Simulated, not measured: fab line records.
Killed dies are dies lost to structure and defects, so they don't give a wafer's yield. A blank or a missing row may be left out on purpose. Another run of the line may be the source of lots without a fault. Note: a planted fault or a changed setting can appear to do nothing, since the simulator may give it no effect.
Matching of chambers	flow sky130	SKY_VIA4_ETCH_12 on rie diel-04 has 4 sister chambers
The step etches SiO2 in C4F8/O2/Ar, stops on TiN, target depth 580 nm. 16 wafers are shown with their chamber, then 8 later ones without.

== EACH WAFER AND ITS CHAMBER ==
wafer	chamber	bias w (W)	oes product au (a.u.)
L745.1	3	1166	0.928
L745.2	2	1161	0.926
L745.5	3	1169	0.938
L747.2	3	1163	0.931
L747.3	1	1164	0.920
L747.6	0	1166	0.926
L748.1	0	1164	0.937
L748.5	1	1165	0.921
L748.6	2	1159	0.921
L749.2	3	1161	0.921
L749.3	0	1166	0.921
L749.6	2	1161	0.927
L751.1	0	1166	0.928
L751.2	1	1164	0.935
L751.4	3	1161	0.919
L754.1	0	1162	0.926

SIGNATURES, as means of the wafers listed above
reading	chamber 0	chamber 1	chamber 2	chamber 3	scatter within a chamber
bias w	1164.80	1164.33	1160.33	1164.00	2.31
oes product au	0.92760	0.92533	0.92467	0.92740	0.00668
Rule: a wafer lies at a distance from a chamber equal to the root of the sum of squares, over the readings, of (its reading less the chamber's mean, divided by the reading's scatter). If the next closest chamber is less than 2 further off than the closest, the wafer can't be placed; otherwise it belongs to the closest. The scatter: the root of (the sum of the squares of (reading less its chamber's mean) over the shown wafers, divided by (wafers less chambers)).

== WAFERS WITHOUT THEIR CHAMBER ==
wafer	bias w (W)	oes product au (a.u.)
L754.2	1157	0.925
L754.6	1162	0.924
L753.1	1166	0.924
L753.3	1161	0.928
L753.6	1164	0.934
L761.1	1162	0.926
L761.2	1163	0.917
L761.3	1161	0.932

== WHICH CHAMBER EACH ONE RAN IN ==
wafer	from the rows above	in truth
L754.2	can't be placed: 2 or 3 or 1 or 0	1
L754.6	can't be placed: 2 or 3 or 1 or 0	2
L753.1	can't be placed: 1 or 0 or 3 or 2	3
L753.3	can't be placed: 2 or 3 or 1 or 0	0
L753.6	can't be placed: 3 or 0 or 1 or 2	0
L761.1	can't be placed: 2 or 3 or 1 or 0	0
L761.2	can't be placed: 1 or 3 or 2 or 0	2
L761.3	can't be placed: 2 or 3 or 1 or 0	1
Correctly placed: 0 of 8. Not placeable from these rows: 8 (in 8, the candidates include the true chamber). Wrongly placed: 0.
